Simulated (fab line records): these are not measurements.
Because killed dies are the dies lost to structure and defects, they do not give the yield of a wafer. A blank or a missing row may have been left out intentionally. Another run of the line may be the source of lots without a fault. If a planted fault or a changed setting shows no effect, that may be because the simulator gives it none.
The tool behind it: which one? | flow gf180mcu | 12 lots, 36 wafers sampled, at 5 steps of a route of 602

WHAT THE GAUGES SHOWED, per wafer
GF_M4_THK_MEAS_06: measures by xrf. Usual: M4_ALCU_THK 446 nm, standard deviation 4.8.
lot  | measured     | on            | M4_ALCU_THK (nm) | flag
L743 | day 22 09:59 | film-metro-04 | 446 450 450      |
L745 | day 22 23:15 | film-metro-03 | 448 451 448      |
L747 | day 23 20:47 | film-metro-03 | 444 433 438      |
L748 | day 24 07:07 | film-metro-04 | 449 452 453      |
L749 | day 24 19:59 | film-metro-01 | 444 451 447      |
L751 | day 25 07:55 | film-metro-01 | 446 449 446      |
L752 | day 25 21:19 | film-metro-03 | 433 435 441      |
L754 | day 26 08:16 | film-metro-04 | 450 452 448      |
L756 | day 26 21:58 | film-metro-03 | 446 440 443      |
L761 | day 28 05:08 | film-metro-01 | 438 443 442      |
L764 | day 29 00:12 | film-metro-04 | 449 450 450      |
L765 | day 29 08:29 | film-metro-03 | 444 443 448      |

GF_M4_OVL_MEAS_15. Usual: M4_OVL 4 nm, standard deviation 6.
lot  | measured     | on         | M4_OVL (nm) | flag
L743 | day 23 08:48 | overlay-01 | 4 10 14     |
L745 | day 23 21:45 | overlay-01 | -3 8 7      |
L747 | day 24 19:05 | overlay-01 | 1 1 5       |
L748 | day 25 05:11 | overlay-02 | 1 -4 3      |
L749 | day 25 17:00 | overlay-02 | 10 -5 5     |
L751 | day 26 05:04 | overlay-02 | 10 1 0      |
L752 | day 26 18:37 | overlay-02 | 6 -2 2      |
L754 | day 27 04:35 | overlay-02 | -5 -1 6     |
L756 | day 27 17:37 | overlay-02 | 2 0 2       |
L761 | day 29 00:33 | overlay-02 | 1 -3 -1     |
L764 | day 29 18:57 | overlay-02 | 9 -4 7      |
L765 | day 30 03:26 | overlay-01 | 1 11 9      |

GF_PASSIVATION_THK_MEAS_01. Usual: PASSIVATION_CVD_00_THK 992 nm, standard deviation 13.
lot  | measured     | on            | PASSIVATION_CVD_00_THK (nm) | flag
L743 | day 28 03:07 | film-metro-02 | 980 982 986                 |
L745 | day 28 14:20 | film-metro-04 | 968 997 996                 |
L747 | day 29 08:10 | film-metro-04 | 988 989 992                 |
L748 | day 29 15:58 | film-metro-04 | 990 1001 1009               |
L749 | day 30 03:25 | film-metro-04 | 985 990 1002                |
L751 | day 30 13:07 | film-metro-04 | 1055 1060 1051              | OFF
L752 | day 31 03:05 | film-metro-04 | 1036 1059 1053              | OFF
L754 | day 31 09:54 | film-metro-01 | 992 996 981                 |
L756 | day 31 22:16 | film-metro-02 | 981 977 993                 |
L761 | day 33 00:27 | film-metro-04 | 998 987 1007                |
L764 | day 33 16:58 | film-metro-04 | 982 1006 1011               |
L765 | day 33 21:25 | film-metro-04 | 974 975 982                 |

EACH LOT AND THE TOOL THAT RAN IT (in order: tool; ch and the chambers of the sampled wafers; start)
lot  | GF_V4_CVD_02                    | GF_PASSIVATION_CVD_00
L743 | pecvd-01 ch 1,2, day 23 09:37   | pecvd-04 ch 0,1, day 28 03:02
L745 | pecvd-02 ch 0,1,2, day 23 22:34 | pecvd-03 ch 0,1,2, day 28 14:14
L747 | pecvd-02 ch 0,2, day 24 19:54   | pecvd-04 ch 0,2, day 29 08:05
L748 | pecvd-03 ch 0,1, day 25 06:02   | pecvd-04 ch 0,1,2, day 29 15:53
L749 | pecvd-01 ch 0,1,2, day 25 17:56 | pecvd-04 ch 0,1,2, day 30 03:20
L751 | pecvd-02 ch 0,1,2, day 26 05:54 | pecvd-04 ch 0,1,2, day 30 13:02
L752 | pecvd-03 ch 1,2, day 26 19:32   | pecvd-04 ch 1,2, day 31 02:59
L754 | pecvd-02 ch 1,2, day 27 05:24   | pecvd-01 ch 0,1,2, day 31 09:48
L756 | pecvd-03 ch 0,1,2, day 27 18:26 | pecvd-03 ch 0,1,2, day 31 22:11
L761 | pecvd-02 ch 0,1, day 29 01:22   | pecvd-03 ch 0,1, day 33 00:22
L764 | pecvd-01 ch 1,2, day 29 19:52   | pecvd-04 ch 1,2, day 33 16:53
L765 | pecvd-01 ch 0,1,2, day 30 04:17 | pecvd-01 ch 0,1,2, day 33 21:20
- GF_V4_CVD_02: deposits SiO2 from TEOS, target thk 850 nm, time 94.851 s.
- GF_PASSIVATION_CVD_00: deposits SiO2 from TEOS, target thk 1000 nm, time 111.95 s.

AS READ BY THE TOOLS THEMSELVES (means over the sampled wafers that have a number; for cases with no such wafer, the mark the record gives instead)
GF_V4_CVD_02. Usual: heater-power-w 641 W, standard deviation 87; rf-fwd-power-W 596.3 W, standard deviation 2.1; run-length-s 122.9 s, standard deviation 0.53.
lot  | tool     | heater-power-w (W) | rf-fwd-power-W (W) | run-length-s (s) | flag
L743 | pecvd-01 | 627                | 597.8              | 122.7            |
L745 | pecvd-02 | 599                | 596.4              | 122.8            |
L747 | pecvd-02 | 617                | 595.4              | 122.3            |
L748 | pecvd-03 | 755                | 595.9              | 123.0            |
L749 | pecvd-01 | 780                | 595.0              | 123.3            |
L751 | pecvd-02 | 599                | 597.0              | 122.4            |
L752 | pecvd-03 | 624                | 593.6              | 123.3            |
L754 | pecvd-02 | 628                | 597.5              | 123.0            |
L756 | pecvd-03 | 619                | 594.7              | 123.1            |
L761 | pecvd-02 | 615                | 597.1              | 123.0            |
L764 | pecvd-01 | 677                | 596.7              | 122.8            |
L765 | pecvd-01 | 671                | 595.6              | 122.7            |

GF_PASSIVATION_CVD_00. Usual: heater-power-w 677 W, standard deviation 91; rf-fwd-power-W 596.4 W, standard deviation 2.3; run-length-s 139.9 s, standard deviation 0.6.
lot  | tool     | heater-power-w (W) | rf-fwd-power-W (W) | run-length-s (s) | flag
L743 | pecvd-04 | 628                | 593.9              | 139.7            |
L745 | pecvd-03 | 630                | 596.8              | 140.7            |
L747 | pecvd-04 | 667                | 597.4              | 139.6            |
L748 | pecvd-04 | 745                | 597.8              | 139.5            |
L749 | pecvd-04 | 704                | 594.9              | 139.6            |
L751 | pecvd-04 | 650                | 595.2              | 145.8            | OFF
L752 | pecvd-04 | 682                | 596.1              | 145.6            | OFF
L754 | pecvd-01 | 685                | 596.8              | 139.8            |
L756 | pecvd-03 | 613                | 596.2              | 140.0            |
L761 | pecvd-03 | 719                | 593.7              | 140.7            |
L764 | pecvd-04 | 691                | 595.1              | 139.2            |
L765 | pecvd-01 | 676                | 597.2              | 140.2            |

THE ANSWER, worked out from the rows above alone
Rule: a lot is off if the mean of its wafers that have a number lies more than 3 standard deviations from the usual mean. Also off: a lot with no number at a reading for which 4 or more lots have one. All remaining lots with rows at the step are treated as sound. After the gauges, taken in route order, come the tools' own readings; for these a lot's mean is taken, as printed above. At the first step where some lot is off, the reading lying furthest off is the one used; lots without a number count as furthest.
Off: L751, L752, at GF_PASSIVATION_THK_MEAS_01 (PASSIVATION_CVD_00_THK).
If a tool, at a process step before that reading, ran all the lots that are off and no sound lot after the first of them, it fits. Not tried: the gauges at GF_PASSIVATION_THK_MEAS_01; whatever is off there is also off at GF_PASSIVATION_CVD_00, on other tools, and gauge error can't account for it. Not one of the candidates tried fits.

WHAT HAD BEEN PUT IN BY THE SIMULATOR
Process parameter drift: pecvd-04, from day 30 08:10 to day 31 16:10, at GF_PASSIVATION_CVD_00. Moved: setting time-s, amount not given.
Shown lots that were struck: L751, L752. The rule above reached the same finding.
